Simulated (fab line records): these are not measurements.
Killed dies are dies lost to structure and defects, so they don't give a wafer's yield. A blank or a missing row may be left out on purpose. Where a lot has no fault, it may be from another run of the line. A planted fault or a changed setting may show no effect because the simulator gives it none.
fab line records | flow sky130
[record] lots = 11 | wafers = 33 | last-day = 51
route steps=708 shown METAL3@567 VIA3@587 METAL4@598 PAD_OPEN@708
lots that met no fault: from a run of the same line without faults
start-h: hours from the record's opening day to when the first of the lot's shown wafers began | wait-h: time in hours since the lot's previous step | " repeats the value in the row above | L1.1+2: several wafers, shown together as one row | - either no value or no given start | * or withheld: withheld | < > ~ a bound
route shown NAME@n: NAME is a module with steps in the file, n the number in the route of the first one | usual: average and standard deviation across the fault-free wafers | same: alike in all rows | chamber/n: place in a boat | sites: per-site readings | _std_site: the values' standard deviation | _edge_site: outer sites' mean less inner sites' | radius-mm: how far each site lies from the wafer's centre | mask NAME#n: copy n | behind: the most recent tool/chamber to have shaped the wafer | hold: the reason the lot was held/the length of the hold in hours/how it ended | device: the n, p or np transistor that did not switch | end of line: the same wafers' tests at the end of the route | where a step has no rows: the recipe by itself | killed: dies that structure and defects cost at the first sort, which is not the same as the wafer's yield | map: dies across one wafer; x = killed, . = not, _ = none there
set.NAME: the setting that was run; set.NAME@STEP: the one run at that earlier step | model.NAME: the simulator's own value behind a step, which no gauge read
route steps across a sampled set of lots; one table per step, one row per wafer
services: a tool's chamber out of use, with start hour (start-h, from the record's first day; less than 0 if before it), hours out, and reason
[[steps]]
[step SKY_METAL3_ETCH_17]
[recipe] target = SiO2 | stop-on = TiN | chemistry = C4F8/O2/Ar | source-w = 1500 | bias-w = 1200 | pressure-mtorr = 40 | c4f8-flow-sccm = withheld | O2_flow_sccm = 6 | Ar_flow_sccm = 300 | time-s = 3.707 | target-depth-a = 150
[usual] chamber-pressure-mTorr = 40.01/0.035 | oes-product-au = 0.773/0.0066
[same] time-s = 3.707
lot.wafer | tool        | chamber | start-h | wait-h | chamber-pressure-mTorr | oes-product-au | rf-hours-counter-h
L445.2    | rie-diel-02 | 1       | 891.64  | 0.1    | 40.01                  | 0.776          | 18
L445.3    | "           | 0       | "       | "      | 39.97                  | 0.778          | 4
L445.5    | "           | 1       | "       | "      | 40.07                  | 0.785          | -
L446.1    | rie-diel-04 | 0       | 910.07  | 0.2    | 40.01                  | 0.778          | 7
L446.3    | "           | 1       | "       | "      | 40.01                  | 0.765          | 10
L446.6    | "           | 0       | "       | "      | 40.07                  | 0.782          | -
L447.4    | rie-diel-03 | 1       | 912.91  | 0.0    | 39.98                  | 0.775          | 9
L447.5    | "           | 2       | "       | "      | 39.97                  | 0.768          | -
L447.6    | "           | 1       | "       | "      | 40.03                  | 0.773          | -
L448.1    | rie-diel-04 | 0       | 919.39  | 0.2    | 40.01                  | 0.778          | 8
L448.5    | "           | 2       | "       | "      | 40.00                  | 0.771          | -
L448.6    | "           | 1       | "       | "      | 39.99                  | 0.786          | -
L449.1    | rie-diel-04 | 3       | 926.79  | 0.1    | 39.99                  | 0.769          | 9
L449.3    | "           | 1       | "       | "      | 40.06                  | 0.772          | 11
L449.5    | "           | 1       | "       | "      | 39.96                  | 0.771          | -
L450.1    | rie-diel-03 | 3       | 938.12  | 0.1    | 40.05                  | 0.764          | 22
L450.2    | "           | 0       | "       | "      | 40.04                  | 0.775          | 15
L450.3    | "           | 2       | "       | "      | 40.05                  | 0.774          | 23
L452.2    | rie-diel-02 | 0       | 956.16  | 0.1    | 40.06                  | 0.764          | 6
L452.3    | "           | 2       | "       | "      | 39.99                  | 0.760          | 4
L452.6    | "           | 2       | "       | "      | 40.04                  | 0.780          | -
L456.1    | rie-diel-04 | 1       | 976.79  | 0.1    | 40.04                  | 0.774          | 12
L456.4    | "           | 3       | "       | "      | 40.04                  | 0.765          | 10
L456.6    | "           | 2       | "       | "      | 39.97                  | 0.770          | -
L461.1    | rie-diel-03 | 1       | 1015.99 | 0.1    | 39.99                  | 0.764          | 13
L461.2    | "           | 0       | "       | "      | 39.94                  | 0.760          | 18
L461.3    | "           | 2       | "       | "      | 40.03                  | 0.773          | 26
L462.1    | rie-diel-04 | 3       | 1020.77 | 0.1    | 39.98                  | 0.758          | 12
L462.3    | "           | 0       | "       | "      | 40.01                  | 0.761          | 11
L462.6    | "           | 1       | "       | "      | 40.02                  | 0.773          | -
L468.2    | rie-diel-03 | 0       | 1083.02 | 0.1    | 40.01                  | 0.760          | 21
L468.3    | "           | 2       | "       | "      | 39.95                  | 0.765          | 28
L468.5    | "           | 1       | "       | "      | 40.03                  | 0.777          | -
[step SKY_VIA3_ETCH_14]
[recipe] chemistry = N2/H2 | target = BARC | ion-energy-ev = 200 | source-w = 500 | bias-w = 100 | pressure-mtorr = 30 | n2-flow-sccm = 100 | h2-flow-sccm = 200 | stop-on = SiO2 | time-s = 45.9 | target-depth-a = 600
[usual] chamber-pressure-mTorr = 29.997/0.028 | drypump-motor-current-A = 5.7/0.33 | n2-flow-sccm = 99.96/0.3 | oes-product-au = 0.855/0.0049 | throttle-valve-pct = 13.225/0.0086
[same] time-s = 45.9
lot.wafer | tool        | chamber | start-h | wait-h | chamber-pressure-mTorr | drypump-motor-current-A | n2-flow-sccm | oes-product-au | rf-hours-counter-h | throttle-valve-pct
L445.2    | rie-diel-02 | 3       | 918.26  | 0.0    | 29.962                 | 5.2                     | 99.92        | 0.855          | 8                  | 13.237
L445.3    | "           | 2       | "       | "      | 30.028                 | 6.2                     | 100.25       | 0.859          | 3                  | 13.244
L445.5    | "           | 2       | "       | "      | 29.959                 | 6.2                     | 99.95        | 0.854          | -                  | 13.215
L446.1    | rie-diel-03 | 0       | 935.73  | 0.0    | 30.006                 | 5.5                     | 100.23       | 0.856          | 15                 | 13.217
L446.3    | "           | 1       | "       | "      | 29.959                 | 5.8                     | 99.70        | 0.852          | 10                 | 13.231
L446.6    | "           | 3       | "       | "      | 29.989                 | 5.8                     | 100.30       | 0.866          | -                  | 13.233
L447.4    | rie-diel-02 | 2       | 938.58  | 0.0    | 30.041                 | 6.2                     | 99.87        | 0.860          | 4                  | 13.231
L447.5    | "           | 2       | "       | "      | 30.001                 | 6.2                     | 100.37       | 0.851          | -                  | 13.221
L447.6    | "           | 3       | "       | "      | 30.005                 | 5.2                     | 99.47        | 0.855          | -                  | 13.234
L448.1    | rie-diel-03 | 3       | 945.38  | 0.0    | 30.014                 | 5.7                     | 100.26       | 0.851          | 22                 | 13.215
L448.5    | "           | 3       | "       | "      | 30.003                 | 5.7                     | 100.39       | 0.863          | -                  | 13.233
L448.6    | "           | 2       | "       | "      | 29.962                 | 6.0                     | 99.90        | 0.858          | -                  | 13.222
L449.1    | rie-diel-03 | 0       | 952.76  | 0.0    | 29.986                 | 5.5                     | 99.69        | 0.859          | 16                 | 13.224
L449.3    | "           | 2       | "       | "      | 30.018                 | 5.9                     | 100.37       | 0.862          | 23                 | 13.223
L449.5    | "           | 2       | "       | "      | 30.035                 | 5.9                     | 100.01       | 0.854          | -                  | 13.225
L450.1    | rie-diel-03 | 2       | 963.46  | 0.0    | 29.987                 | 6.0                     | 99.91        | 0.857          | 23                 | 13.223
L450.2    | "           | 0       | "       | "      | 30.024                 | 5.5                     | 99.80        | 0.854          | 16                 | 13.232
L450.3    | "           | 1       | "       | "      | 29.994                 | 5.9                     | 99.96        | 0.858          | 11                 | 13.240
L452.2    | rie-diel-02 | 0       | 989.53  | 0.0    | 29.959                 | 5.9                     | 100.08       | 0.854          | 7                  | 13.217
L452.3    | "           | 2       | "       | "      | 29.947                 | 6.2                     | 100.17       | 0.855          | 5                  | 13.229
L452.6    | "           | 1       | "       | "      | 29.975                 | 5.3                     | 100.19       | 0.860          | -                  | 13.206
L456.1    | rie-diel-02 | 1       | 1001.46 | 0.0    | 29.998                 | 5.3                     | 99.96        | 0.853          | 22                 | 13.211
L456.4    | "           | 0       | "       | "      | 29.989                 | 5.9                     | 99.66        | 0.859          | 8                  | 13.223
L456.6    | "           | 0       | "       | "      | 30.012                 | 5.9                     | 99.84        | 0.860          | -                  | 13.223
L461.1    | rie-diel-03 | 2       | 1040.43 | 0.0    | 24.040                 | 6.0                     | 99.83        | 0.855          | 26                 | 13.218
L461.2    | "           | 3       | "       | "      | 24.026                 | 5.8                     | 99.91        | 0.862          | 25                 | 13.237
L461.3    | "           | 0       | "       | "      | 24.002                 | 5.5                     | 99.84        | 0.853          | 19                 | 13.215
L462.1    | rie-diel-03 | 1       | 1045.61 | 0.0    | 24.027                 | 5.8                     | 99.84        | 0.861          | 14                 | 13.218
L462.3    | "           | 3       | "       | "      | 23.987                 | 5.8                     | 99.69        | 0.854          | 26                 | 13.213
L462.6    | "           | 0       | "       | "      | 23.979                 | 5.5                     | 100.02       | 0.851          | -                  | 13.230
L468.2    | rie-diel-03 | 0       | 1104.46 | 0.0    | 29.996                 | 5.5                     | 99.90        | 0.858          | 21                 | 13.227
L468.3    | "           | 3       | "       | "      | 30.000                 | 5.8                     | 100.16       | 0.852          | 27                 | 13.219
L468.5    | "           | 0       | "       | "      | 29.969                 | 5.5                     | 99.80        | 0.855          | -                  | 13.236
[step SKY_VIA3_ETCH_15]
[recipe] target = SiO2 | chemistry = C4F8/O2/Ar | target-depth-nm = 507 | stop-on = TiN | mask-material = KrF-thick | source-w = 1500 | bias-w = 1200 | pressure-mtorr = 40 | c4f8-flow-sccm = withheld | O2_flow_sccm = 6 | Ar_flow_sccm = 300 | time-s = 78
[usual] chamber-pressure-mTorr = 40.00/0.036 | oes-product-au = 0.946/0.0047
[same] time-s = 78
lot.wafer | tool        | chamber | start-h | wait-h | chamber-pressure-mTorr | oes-product-au | rf-hours-counter-h
L445.2    | rie-diel-02 | 3       | 918.30  | 0.0    | 39.96                  | 0.949          | 8
L445.3    | "           | 2       | "       | "      | 40.05                  | 0.954          | 3
L445.5    | "           | 2       | "       | "      | 39.99                  | 0.946          | -
L446.1    | rie-diel-03 | 0       | 935.77  | 0.0    | 39.98                  | 0.941          | 15
L446.3    | "           | 1       | "       | "      | 39.95                  | 0.951          | 10
L446.6    | "           | 3       | "       | "      | 40.02                  | 0.946          | -
L447.4    | rie-diel-02 | 2       | 938.62  | 0.0    | 39.98                  | 0.943          | 4
L447.5    | "           | 2       | "       | "      | 40.09                  | 0.949          | -
L447.6    | "           | 3       | "       | "      | 39.98                  | 0.953          | -
L448.1    | rie-diel-03 | 3       | 945.42  | 0.0    | 39.98                  | 0.942          | 22
L448.5    | "           | 3       | "       | "      | 40.05                  | 0.940          | -
L448.6    | "           | 2       | "       | "      | 39.95                  | 0.950          | -
L449.1    | rie-diel-03 | 0       | 952.81  | 0.0    | 40.00                  | 0.942          | 16
L449.3    | "           | 2       | "       | "      | 39.96                  | 0.944          | 23
L449.5    | "           | 2       | "       | "      | 40.09                  | 0.948          | -
L450.1    | rie-diel-03 | 2       | 963.51  | 0.0    | 39.97                  | 0.941          | 23
L450.2    | "           | 0       | "       | "      | 40.05                  | 0.940          | 16
L450.3    | "           | 1       | "       | "      | 40.06                  | 0.948          | 11
L452.2    | rie-diel-02 | 0       | 989.57  | 0.0    | 39.99                  | 0.942          | 7
L452.3    | "           | 2       | "       | "      | 39.92                  | 0.939          | 5
L452.6    | "           | 1       | "       | "      | 40.02                  | 0.953          | -
L456.1    | rie-diel-02 | 1       | 1001.51 | 0.0    | 39.97                  | 0.949          | 22
L456.4    | "           | 0       | "       | "      | 40.01                  | 0.941          | 8
L456.6    | "           | 0       | "       | "      | 40.00                  | 0.937          | -
L461.1    | rie-diel-03 | 2       | 1040.47 | 0.0    | 40.00                  | 0.943          | 26
L461.2    | "           | 3       | "       | "      | 40.02                  | 0.945          | 25
L461.3    | "           | 0       | "       | "      | 39.96                  | 0.959          | 19
L462.1    | rie-diel-03 | 1       | 1045.66 | 0.0    | 39.97                  | 0.940          | 14
L462.3    | "           | 3       | "       | "      | 40.03                  | 0.950          | 26
L462.6    | "           | 0       | "       | "      | 39.99                  | 0.946          | -
L468.2    | rie-diel-03 | 0       | 1104.51 | 0.0    | 40.01                  | 0.946          | 21
L468.3    | "           | 3       | "       | "      | 40.03                  | 0.946          | 27
L468.5    | "           | 0       | "       | "      | 39.95                  | 0.954          | -
[step SKY_METAL4_SPUTTER_00]
[recipe] material = Ti | target-thk-nm = 15 | power-w = 3000 | time-s = 10 | chamber-pressure-pa = 0.4
[usual] cathode-dc-power-W = 3000.0/0.62 | chamber-pressure-pa = 0.4000/0.00079 | throttle-valve-pct = 30.0/1.1
[same] time-s = 10
lot.wafer | tool           | chamber | start-h | wait-h | cathode-dc-power-W | chamber-pressure-pa | throttle-valve-pct
L445.2    | pvd-sputter-04 | -       | 919.85  | 0.2    | 3000.1             | 0.3999              | 30.9
L445.3    | "              | -       | "       | "      | 2999.5             | 0.4009              | 32.7
L445.5    | "              | -       | "       | "      | 3000.1             | 0.4000              | 30.6
L446.1    | pvd-sputter-03 | -       | 937.13  | 0.2    | 2999.3             | 0.3995              | 29.6
L446.3    | "              | -       | "       | "      | 2999.7             | 0.4018              | 29.4
L446.6    | "              | -       | "       | "      | 2999.1             | 0.4006              | 29.3
L447.4    | pvd-sputter-02 | -       | 940.12  | 0.1    | 3000.2             | 0.3999              | 30.2
L447.5    | "              | -       | "       | "      | 3000.4             | 0.4018              | 30.1
L447.6    | "              | -       | "       | "      | 2999.9             | 0.3986              | 30.1
L448.1    | pvd-sputter-04 | -       | 946.78  | 0.2    | 2999.1             | 0.4003              | 32.4
L448.5    | "              | -       | "       | "      | 2999.3             | 0.4004              | 29.4
L448.6    | "              | -       | "       | "      | 3000.0             | 0.3998              | 30.8
L449.1    | pvd-sputter-03 | -       | 954.13  | 0.2    | 2998.7             | 0.3995              | 28.6
L449.3    | "              | -       | "       | "      | 3000.5             | 0.3996              | 29.1
L449.5    | "              | -       | "       | "      | 2999.6             | 0.4003              | 29.5
L450.1    | pvd-sputter-03 | -       | 965.03  | 0.2    | 2999.6             | 0.4008              | 29.1
L450.2    | "              | -       | "       | "      | 2999.6             | 0.3994              | 29.3
L450.3    | "              | -       | "       | "      | 3000.9             | 0.4007              | 29.6
L452.2    | pvd-sputter-02 | -       | 990.90  | 0.2    | 2999.7             | 0.3992              | 30.0
L452.3    | "              | -       | "       | "      | 2999.8             | 0.4008              | 29.2
L452.6    | "              | -       | "       | "      | 3000.2             | 0.3992              | 30.4
L456.1    | pvd-sputter-04 | -       | 1002.86 | 0.2    | 3000.2             | 0.4002              | 29.2
L456.4    | "              | -       | "       | "      | 3000.2             | 0.4002              | 30.5
L456.6    | "              | -       | "       | "      | 3001.0             | 0.4005              | 30.6
L461.1    | pvd-sputter-04 | -       | 1041.80 | 0.2    | 3001.1             | 0.4012              | 29.3
L461.2    | "              | -       | "       | "      | 3000.4             | 0.4011              | 30.9
L461.3    | "              | -       | "       | "      | 3000.5             | 0.3998              | 32.6
L462.1    | pvd-sputter-04 | -       | 1047.04 | 0.1    | 2999.6             | 0.4001              | 32.8
L462.3    | "              | -       | "       | "      | 2999.8             | 0.3992              | 29.3
L462.6    | "              | -       | "       | "      | 3000.2             | 0.4003              | 32.6
L468.2    | pvd-sputter-03 | -       | 1105.82 | 0.1    | 3000.3             | 0.4012              | 29.6
L468.3    | "              | -       | "       | "      | 3000.5             | 0.4009              | 29.7
L468.5    | "              | -       | "       | "      | 3000.3             | 0.4014              | 29.3
[step SKY_PAD_OPEN_PROBE_99]
[usual] defect-limited-yield = 82.2/2 | killed_at_M0_to_M3 = 43/6.4 | killed_at_M4_up = 3.2/1.8 | killed-at-contacts = 25/5.8 | killed-at-front-end = 16/4.1 | killed-at-other = 0.2/0.47 | killed-dies = 88/9.9 | killed-open = 47/7.3 | killed-short = 40/7.1 | sort_bin_3_pad_short = 0.9/0.41 | sort_bin_5_function = 10.6/1.6 | sort_bin_6_memory = 6.3/1.2 | sort-n-pass = 404/9.9 | sort-yield-pct = 82.2/2
[same] gross-dies = 492 | killed-at-back-side = 0 | sort_bin_4_leakage[%] = 0 | sort_bin_8_speed[%] = 0
lot.wafer | tool      | chamber | start-h | wait-h | defect-limited-yield[%] | killed_at_M0_to_M3 | killed_at_M4_up | killed-at-contacts | killed-at-front-end | killed-at-other | killed-dies | killed-open | killed-short | sort_bin_3_pad_short[%] | sort_bin_5_function[%] | sort_bin_6_memory[%] | sort-n-pass | sort-yield-pct[%]
L445.2    | prober-01 | -       | 1067.81 | 0.1    | 82.7                    | 42                 | 4               | 25                 | 14                  | 0               | 85          | 37          | 47           | 2.2                     | 10.0                   | 5.1                  | 407         | 82.7
L445.3    | prober-01 | -       | 1067.86 | 0.2    | 84.3                    | 38                 | 4               | 22                 | 13                  | 0               | 77          | 50          | 27           | 0.2                     | 10.6                   | 4.9                  | 415         | 84.3
L445.5    | prober-01 | -       | 1067.96 | 0.2    | 84.8                    | 35                 | 1               | 19                 | 20                  | 0               | 75          | 41          | 34           | 0.6                     | 9.1                    | 5.5                  | 417         | 84.8
L462.1    | prober-02 | -       | 1173.98 | 0.1    | 82.3                    | 49                 | 1               | 19                 | 18                  | 0               | 87          | 43          | 44           | 0.4                     | 11.4                   | 5.9                  | 405         | 82.3
L462.3    | prober-02 | -       | 1174.08 | 0.2    | 86.4                    | 34                 | 1               | 18                 | 14                  | 0               | 67          | 32          | 35           | 0.4                     | 8.5                    | 4.7                  | 425         | 86.4
L462.6    | prober-02 | -       | 1174.23 | 0.2    | 80.7                    | 42                 | 2               | 30                 | 21                  | 0               | 95          | 51          | 44           | 1.8                     | 12.0                   | 5.5                  | 397         | 80.7
// killed by level:class
L445.2 VIA1:geometric-particle:open=13 CONTACT:geometric-particle:open=8 METAL2:geometric-particle:short=6 FIELD_ISO:geometric-particle:short=5 POLY_GATE:geometric-particle:short=5 LOCAL_INTERCONNECT:geometric-particle:open=5 METAL3:geometric-particle:short=5 VIA2:geometric-particle:open=5
L445.3 VIA1:geometric-particle:open=11 LI_CONTACT:geometric-particle:open=9 CONTACT:geometric-particle:open=9 VIA2:geometric-particle:open=6 FIELD_ISO:geometric-particle:open=4 VIA1:geometric-particle:short=4 METAL2:geometric-particle:short=4 POLY_GATE:geometric-particle:short=3
L445.5 VIA1:geometric-particle:open=13 CONTACT:geometric-particle:open=9 POLY_GATE:geometric-particle:open=8 METAL2:geometric-particle:short=6 FIELD_ISO:geometric-particle:open=4 POLY_GATE:geometric-particle:short=4 VIA2:geometric-particle:open=4 CONTACT:geometric-particle:short=4
L462.1 VIA1:geometric-particle:open=12 METAL1:geometric-particle:short=9 FIELD_ISO:geometric-particle:short=8 CONTACT:geometric-particle:open=7 VIA3:geometric-particle:open=7 METAL2:geometric-particle:short=6 FIELD_ISO:geometric-particle:open=4 LI_CONTACT:geometric-particle:short=4
L462.3 VIA1:geometric-particle:open=13 CONTACT:geometric-particle:open=7 POLY_GATE:geometric-particle:short=6 LI_CONTACT:geometric-particle:open=4 METAL2:geometric-particle:short=4 VIA2:geometric-particle:short=4 POLY_GATE:geometric-particle:open=3 LOCAL_INTERCONNECT:geometric-particle:short=3
L462.6 CONTACT:geometric-particle:open=14 VIA1:geometric-particle:open=11 METAL1:geometric-particle:short=8 FIELD_ISO:geometric-particle:short=5 POLY_GATE:geometric-particle:short=5 CONTACT:geometric-particle:short=5 FIELD_ISO:geometric-particle:open=4 VIA3:geometric-particle:open=4
[[services]]
tool           | chamber | start-h | hours | kind
rie-diel-04    | 0       | 879.57  | 16.1  | repair
rie-diel-02    | 3       | 881.20  | 18.1  | repair
rie-diel-02    | -       | 884.86  | 0.1   | repair
pvd-sputter-02 | -       | 890.26  | 7.2   | repair
rie-diel-03    | 1       | 943.21  | 11.6  | repair
rie-diel-04    | 2       | 952.52  | 10.6  | repair
pvd-sputter-03 | -       | 977.63  | 3.7   | repair
pvd-sputter-04 | -       | 998.61  | 2.4   | repair
rie-diel-03    | 0       | 1048.52 | 3.8   | repair
rie-diel-04    | 0       | 1054.73 | 12.0  | repair
pvd-sputter-02 | -       | 1074.91 | 8.7   | repair
rie-diel-02    | 3       | 1082.08 | 1.9   | repair
rie-diel-03    | 0       | 1085.31 | 4.1   | repair
[[key]]
[first-sign] step = SKY_VIA3_ETCH_14 | reading = chamber-pressure-mTorr | direction = down | sigmas = 99+ | usual = 29.997 | struck = 24.010
effect none on later readings
met-at SKY_VIA3_ETCH_14
struck-lots L461,L462
not-acting-at SKY_METAL3_ETCH_17,SKY_VIA3_ETCH_15,SKY_METAL4_SPUTTER_00
onset-between 963.46 1040.43
[fault] kind = process-parameter-drift | tool = rie-diel-03 | chamber = - | onset-h = 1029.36 | steps = SKY_VIA3_ETCH_14 | channel = pressure-mtorr | offset = -6 | shape = step | end-h = 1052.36 | acts-in = these-recipes-only | stated = 30
